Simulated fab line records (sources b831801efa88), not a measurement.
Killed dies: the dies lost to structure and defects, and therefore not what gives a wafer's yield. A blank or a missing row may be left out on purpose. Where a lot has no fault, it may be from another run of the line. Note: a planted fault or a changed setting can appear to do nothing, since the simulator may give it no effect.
Commonality check across tools    flow sky130    39 wafers sampled across 13 lots

## THE REASON FOR OPENING IT
Of 13 lots, 1 have the reading VT_ADJUST_PCH_TW flagged at SKY_VT_ADJUST_PCH_TW_MEAS_10. Wafers without a fault read 143.9, standard deviation 0.75.
Rule: a lot gets a flag if all its wafers with a number sit over 4 standard deviations from that mean, or if no wafer of it has a number. All remaining lots are regarded as sound.

lot   measured      on            VT_ADJUST_PCH_TW, wafer by wafer  flag
L148  day 10 10:11  filmMetro-02  145.2 144.0 144.8                 
L151  day 11 08:17  filmMetro-03  30.3 30.4 30.4                    FLAGGED
L155  day 12 10:42  filmMetro-03  143.1 142.9 143.0                 
L159  day 13 10:05  filmMetro-04  142.6 143.2 143.8                 
L160  day 14 13:46  filmMetro-02  144.9 143.7 144.1                 
L161  day 14 14:18  filmMetro-03  144.7 144.1 143.9                 
L162  day 14 15:23  filmMetro-02  143.9 144.6 144.5                 
L164  day 15 17:04  filmMetro-02  143.6 143.1 143.9                 
L165  day 15 18:56  filmMetro-03  142.9 144.2 143.8                 
L166  day 16 13:05  filmMetro-02  144.1 144.0 143.8                 
L167  day 16 19:17  filmMetro-02  143.7 143.2 143.7                 
L168  day 16 22:22  filmMetro-03  143.5 143.3 143.7                 
L170  day 17 23:47  filmMetro-03  143.6 143.7 143.8                 
Averaged over the flagged lots the numbers come to 30.4, -113.5 from the usual (-99 or more standard deviations).

## WHICH TOOL RAN EACH LOT
The record keeps 1 process step preceding the reading, out of 708 steps on the route. Read each cell as the tool, then ch plus the chambers that the sampled wafers visited, then the start.
lot   flag     SKY_VT_ADJUST_PCH_EXPOSE_04
L148           ilineStepper-01 ch 0, day 9 22:50
L151  FLAGGED  ilineStepper-02 ch 0, day 10 19:57
L155           ilineStepper-01 ch 0, day 11 22:19
L159           ilineStepper-02 ch 0, day 12 20:56
L160           ilineStepper-02 ch 0, day 13 23:52
L161           ilineStepper-01 ch 0, day 14 00:40
L162           ilineStepper-01 ch 0, day 14 02:29
L164           ilineStepper-02 ch 0, day 15 02:40
L165           ilineStepper-01 ch 0, day 15 04:28
L166           ilineStepper-01 ch 0, day 15 23:30
L167           ilineStepper-02 ch 0, day 16 05:45
L168           ilineStepper-02 ch 0, day 16 08:09
L170           ilineStepper-02 ch 0, day 17 08:22
What is done by these steps:
- SKY_VT_ADJUST_PCH_EXPOSE_04: exposes mask NWM, target cd 840 nm.
- SKY_VT_ADJUST_PCH_TW_MEAS_10

## FLAGGED OVER TOTAL, TOOL BY TOOL (the gauges that took the reading come last)
step                          tool             lots run  flagged  share of the flagged lots  sound lots run after its first flagged lot
SKY_VT_ADJUST_PCH_EXPOSE_04   ilineStepper-01  6         0        none                       -
SKY_VT_ADJUST_PCH_EXPOSE_04   ilineStepper-02  7         1        all                        6 (L159,L160,L164,L167,L168,L170)
SKY_VT_ADJUST_PCH_TW_MEAS_10  filmMetro-02     6         0        none                       -
SKY_VT_ADJUST_PCH_TW_MEAS_10  filmMetro-03     6         1        all                        5 (L155,L161,L165,L168,L170)
SKY_VT_ADJUST_PCH_TW_MEAS_10  filmMetro-04     1         0        none                       -

## WHAT THE TABLE ALLOWS
ilineStepper-02 at SKY_VT_ADJUST_PCH_EXPOSE_04 and filmMetro-03 at SKY_VT_ADJUST_PCH_TW_MEAS_10 are the 2 rows of the table that ran each flagged lot.
- ilineStepper-02 at SKY_VT_ADJUST_PCH_EXPOSE_04 ran 7 lots, 1 of them flagged. Sound lots ran on it after the first flagged one (L159, L160, L164, L167, L168, L170), which a lasting fault on the whole tool wouldn't allow.
- filmMetro-03 at SKY_VT_ADJUST_PCH_TW_MEAS_10 ran 6 lots, 1 of them flagged. Sound lots ran on it after the first flagged one (L155, L161, L165, L168, L170), which a lasting fault on the whole tool wouldn't allow.
There is no row in the table that ran each flagged lot and no sound lot after the first.

## WHAT WAS PUT IN BY THE SIMULATOR
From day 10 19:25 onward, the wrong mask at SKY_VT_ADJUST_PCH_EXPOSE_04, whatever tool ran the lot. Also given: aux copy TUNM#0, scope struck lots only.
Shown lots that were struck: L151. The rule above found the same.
